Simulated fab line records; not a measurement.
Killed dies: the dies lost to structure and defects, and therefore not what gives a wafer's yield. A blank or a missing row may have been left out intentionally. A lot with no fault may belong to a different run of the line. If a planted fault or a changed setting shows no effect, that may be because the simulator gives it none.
Comparing a struck lot with a sound one / flow sky130 / 22 steps out of a route of 708
Sound: the wafers L811.1, L811.3, L811.6. The struck wafers were L825.1, L825.4, L825.5. At the end, the cause is stated.
For every step that has rows: the tool of each side, followed by ch and its chambers, followed by its first start. Under that, the readings that differ: sound wafers / struck wafers / difference of the means / sigmas: that difference in standard deviations of wafers without a fault.
alike: readings with means less than 2 such deviations apart, plus words and numbers identical on both sides. not compared: withheld readings, readings lacking a value on some wafer, bounds such as >300 that could conceal the same value, and numbers that have no deviation in the record and whose values overlap.
Wherever a step has rows on one side only, a row that says differs or no value, or a row with sigmas, the two part there. Non-overlapping numbers with no deviation appear without sigmas and do not part them. A reading that every wafer of one side lacks parts them only if that side has two wafers or more.

first, 2 steps without rows for these wafers: SKY_LDD_LDN_IMPLANT_10; SKY_LDD_LDN_IMPLANT_11.
SKY_LDD_LDN_STRIP_12: strips in O2/N2.
  sound on plasma-asher-02 ch 0,1, day 24 04:34; struck on plasma-asher-01 ch 0,1, day 29 17:43
  alike: drypump-motor-current-A, oes-product-au, strip-time-to-endpoint-s
  not compared: rf-hours-counter-h
SKY_LDD_LDN_TW_MEAS_13:
  struck on film-metro-01, day 29 17:49; sound on film-metro-01, day 24 04:40
  alike: LDD_LDN_TW
then, 2 steps without rows for these wafers: SKY_LDD_LDN_CLEAN_14 (cleans in SC1/SC2, time 150 s); SKY_SPACER_CVD_00 (deposits Si3N4 from DCS/NH3, target thk 43.1 nm, time 740 s).
SKY_SPACER_THK_MEAS_01:
  struck on film-metro-03, day 29 19:08; sound on film-metro-04, day 24 05:59
  alike: SPACER_CVD_00_THK
SKY_SPACER_ETCHBACK_02: etches Si3N4 in CH3F/O2, stops on SiO2, time 46.7 s, target depth 45 nm.
  sound on rie-diel-01 ch 0,1,2, day 24 06:02; struck on rie-diel-02 ch 0,1,3, day 29 19:11
reading=throttle-valve-pct (%); sound=10.569 10.577 10.586; struck=10.573 10.548 10.556; difference=-0.018; sigmas=-2
  alike: drypump-motor-current-A, oes-product-au
  not compared: rf-hours-counter-h
then, 4 steps without rows for these wafers: SKY_POLY_CUT_DEHYDRATE_00 (time 60 s); SKY_POLY_CUT_HMDS_01 (prime time 60 s); SKY_POLY_CUT_COAT_02 (resist thk 60 nm); SKY_POLY_CUT_COAT_03 (resist thk 450 nm).
SKY_POLY_CUT_SOFTBAKE_04: time 90 s.
  sound on litho-track-04 ch 0, day 24 20:00; struck on litho-track-02 ch 0, day 30 09:00
reading=heater-power-total-W (W); sound=57.31 57.43 57.49; struck=61.00 61.15 61.07; difference=+3.66; sigmas=+33
reading=plate-temp-C (C); sound=100.10 100.17 99.97; struck=104.43 104.38 104.39; difference=+4.32; sigmas=+31
reading=model.KrF-thick_of_POLY_CUT_COAT_03.thk-nm (nm); sound=449.6 450.7 449.7; struck=445.2 445.1 446.7; difference=-4.3; sigmas=
then, 3 steps without rows for these wafers: SKY_POLY_CUT_EXPOSE_05 (exposes mask NPCM, target cd 270 nm); SKY_POLY_CUT_PEB_06; SKY_POLY_CUT_DEVELOP_07 (develop time 60 s).
SKY_POLY_CUT_CD_MEAS_08: target cd 270 nm.
  struck on cd-sem-01, day 30 23:24; sound on cd-sem-01, day 25 11:43
reading=cd-nm (nm); sound=268.2 268.6 268.2; struck=273.8 274.7 273.5; difference=+5.7; sigmas=+4
SKY_POLY_CUT_OVL_MEAS_09:
  struck on overlay-02, day 30 23:31; sound on overlay-01, day 25 11:50
  alike: POLY_CUT_OVL
SKY_POLY_CUT_ETCH_10: etches BARC in N2/H2, stops on SiO2, time 45.9 s, target depth 60 nm.
  sound on rie-diel-02 ch 0,2,3, day 25 11:53; struck on rie-diel-04 ch 0,1,2, day 30 23:33
reading=model.KrF-thick_of_POLY_CUT_COAT_03.thk-nm (nm); sound=407.5 408.6 407.9; struck=403.1 402.8 405; difference=-4.4; sigmas=
reading=model.POLY_CUT.cd-nm (nm); sound=268.5 268.1 268.3; struck=274.9 275.7 272; difference=+5.9; sigmas=
  alike: drypump-motor-current-A, oes-product-au, throttle-valve-pct
  not compared: rf-hours-counter-h
SKY_POLY_CUT_ETCH_11: etches Si3N4 in CF4/CH2F2/Ar, stops on poly-Si, time 42.5 s, target depth 60 nm.
  sound on rie-diel-02 ch 0,2,3, day 25 11:55; struck on rie-diel-04 ch 0,1,2, day 30 23:36
reading=model.POLY_CUT.cd-nm (nm); sound=268.5 267.9 268.3; struck=274.9 275.6 271.8; difference=+5.9; sigmas=
  alike: drypump-motor-current-A, oes-product-au, throttle-valve-pct
  not compared: rf-hours-counter-h
SKY_POLY_CUT_STRIP_12: strips in O2/N2.
  sound on plasma-asher-04 ch 0, day 25 11:58; struck on plasma-asher-04 ch 0,1, day 30 23:38
  alike: drypump-motor-current-A, oes-product-au, strip-time-to-endpoint-s
  not compared: rf-hours-counter-h
-- a jump in the record: the struck wafers' starts before and after are 19 days apart (it breaks off in module POLY_CUT and resumes in module PAD_OPEN, where the first step shown is number 708 of the route) --
SKY_PAD_OPEN_PROBE_99:
  only the struck wafers here have rows in the record (prober-01, day 50 06:22); the sound ones have none

WHERE THEY PART
At SKY_SPACER_ETCHBACK_02 first; at SKY_PAD_OPEN_PROBE_99 last (within this record only).

WHY: the cause the simulator had injected
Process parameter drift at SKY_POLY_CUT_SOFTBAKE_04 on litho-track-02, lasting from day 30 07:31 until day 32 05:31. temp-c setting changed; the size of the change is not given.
